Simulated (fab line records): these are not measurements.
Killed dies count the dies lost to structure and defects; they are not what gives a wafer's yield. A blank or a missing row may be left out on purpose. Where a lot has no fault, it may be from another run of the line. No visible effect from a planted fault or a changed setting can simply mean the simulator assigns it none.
Which tool was responsible? + flow gf180mcu + Sampling: 7 lots, 21 wafers, 2 of 602 route steps

== WHAT THE GAUGES READ, wafer by wafer ==
GF_V1_BOW_MEAS_05.
| lot  | measured     | on            | V1_BOW (um)      |
|------|--------------|---------------|------------------|
| L950 | day 18 06:25 | film_metro-01 | 75 71 78         |
| L953 | day 19 11:25 | film_metro-04 | 102 100 90 - - - |
| L960 | day 22 06:49 | film_metro-04 | 79 92 92         |
| L963 | day 23 02:46 | film_metro-04 | 92 93 71         |
| L965 | day 23 13:40 | film_metro-02 | 93 89 84         |
| L968 | day 24 17:23 | film_metro-01 | 96 88 94         |
| L970 | day 25 10:03 | film_metro-04 | 87 87 87         |

== WHICH TOOL RAN EACH LOT (tool, then ch and the chambers of the sampled wafers, then the start) ==
| lot  | GF_V1_CMP_04                  |
|------|-------------------------------|
| L950 | cmp-01 ch 0,1,2, day 18 06:10 |
| L953 | cmp-02 ch 0,2, day 19 11:10   |
| L960 | cmp-01 ch 0,2, day 22 06:32   |
| L963 | cmp-02 ch 0,1,2, day 23 02:27 |
| L965 | cmp-02 ch 0,1,2, day 23 13:22 |
| L968 | cmp-02 ch 1,2,3, day 24 17:04 |
| L970 | cmp-02 ch 0,2,3, day 25 09:48 |
- GF_V1_CMP_04: polishes SiO2.

== THE ANSWER, worked out from the rows above alone ==
Rule: the lots themselves supply what counts as usual. Put in order of their means at a reading, lots are off if they are a third of the lots or fewer, leave a main group of 4 or more, and stand apart from it by a gap of 3 or more times the standard deviation of the main group's means; of several such gaps the widest counts. The tables above print the reading to a certain number of digits; a main group whose means all agree to those digits is not used. A lot without any number at a reading at which 4 lots or more have one is off too. All remaining lots with rows at the step are treated as sound.
No lot is off on any of the readings shown, so nothing can be concluded from this.

== WHAT WAS PUT IN BY THE SIMULATOR ==
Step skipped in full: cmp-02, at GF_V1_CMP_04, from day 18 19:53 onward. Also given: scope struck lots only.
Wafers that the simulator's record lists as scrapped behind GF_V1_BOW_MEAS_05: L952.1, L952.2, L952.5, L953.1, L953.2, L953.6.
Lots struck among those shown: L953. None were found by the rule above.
